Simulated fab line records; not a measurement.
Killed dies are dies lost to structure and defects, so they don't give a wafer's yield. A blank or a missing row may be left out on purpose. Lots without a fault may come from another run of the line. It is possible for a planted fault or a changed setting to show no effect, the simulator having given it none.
A lot that was struck, set against a sound lot    flow gf180mcu    15 out of 602 route steps
Sound: these wafers, L866.1, L866.2, L866.5. Struck: wafers L858.1, L858.2, L858.3. The cause is named last.
Order at every step that has rows: each side's tool, ch and its chambers, its first start. Under that, the readings that differ: sound wafers    struck wafers    difference of the means    sigmas: that difference in standard deviations of wafers without a fault.
alike: a reading whose means differ by less than 2 such deviations, as well as words and numbers matching on both sides. not compared: withheld readings; readings where some wafer has no value; bounds like >300 that might hide an equal value; numbers whose values overlap and for which the record gives no deviation.
A row with sigmas, a row that says differs or no value, or rows on one side alone: a step with any of these is where the two part. Numbers that have no deviation but don't overlap get no sigmas and don't part them. A reading that every wafer of one side lacks parts them only if that side has two wafers or more.

GF_V1_THK_MEAS_25: measures by xrf.
  sound: film_metro-04 at day 25 04:19; struck: film_metro-04 at day 22 17:58
  alike: V1_W_THK
GF_V1_CMP_26: polishes, stops on SiO2, t overpolish 15 s, target thk 0 nm.
  sound on cmp-02 ch 2,3, day 25 04:22; struck on cmp-01 ch 0,1,3, day 22 18:02
  alike: motor_current_A, overpolish_run_s, slurry_filter_dp_kPa, time_to_endpoint_s
then, 1 step without rows for these wafers: GF_M2_SPUTTER_00 (material Ti, target thk 37.5 nm, time 150 s).
GF_M2_SPUTTER_01: material TiN, target thk 30 nm, time 25 s.
  sound: pvd_sputter-04 at day 25 04:46; struck: pvd_sputter-02 at day 22 18:26
  alike: throttle_valve_pct
GF_M2_SPUTTER_02: material AlCu, target thk 450 nm, time 23.9 s.
  sound: pvd_sputter-04 at day 25 04:48; struck: pvd_sputter-02 at day 22 18:28
  alike: throttle_valve_pct
GF_M2_SPUTTER_03: material Ti, target thk 10 nm, time 6.7 s.
  sound: pvd_sputter-04 at day 25 04:50; struck: pvd_sputter-02 at day 22 18:29
  alike: throttle_valve_pct
GF_M2_SPUTTER_04: material TiN, target thk 50 nm, time 41.7 s.
  sound: pvd_sputter-04 at day 25 04:51; struck: pvd_sputter-02 at day 22 18:31
  alike: throttle_valve_pct
GF_M2_RS_MEAS_05: uses a four-point probe to measure.
  sound: film_metro-03 at day 25 04:53; struck: film_metro-01 at day 22 18:33
  alike: M2_ALCU_RS
GF_M2_THK_MEAS_06: measures by xrf.
  sound: film_metro-03 at day 25 05:01; struck: film_metro-01 at day 22 18:40
  alike: M2_ALCU_THK
then, 3 steps without rows for these wafers: GF_M2_DEHYDRATE_07 (time 60 s); GF_M2_HMDS_08 (prime time 60 s); GF_M2_COAT_09 (resist thk 1000 nm).
GF_M2_SOFTBAKE_10: time 60 s.
  sound on litho_track-01 ch 0, day 25 15:37; struck on litho_track-03 ch 0, day 23 05:47
reading           sound              struck             difference  sigmas
run_length_s (s)  89.05 89.00 89.22  92.66 92.58 92.53  +3.50       +32
then, 1 step without rows for these wafers: GF_M2_EXPOSE_11 (exposes mask Metal2, target cd 280 nm).
GF_PASSIVATION_PROBE_99:
  rows exist in the record for the sound wafers here (prober-02, day 34 06:52), none for the struck ones

## WHERE THEY PART
First at GF_M2_SOFTBAKE_10; last, within this record, at GF_PASSIVATION_PROBE_99.

WHY: whatever the simulator had introduced
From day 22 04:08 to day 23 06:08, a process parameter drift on litho_track-03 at GF_M2_SOFTBAKE_10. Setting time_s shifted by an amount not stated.
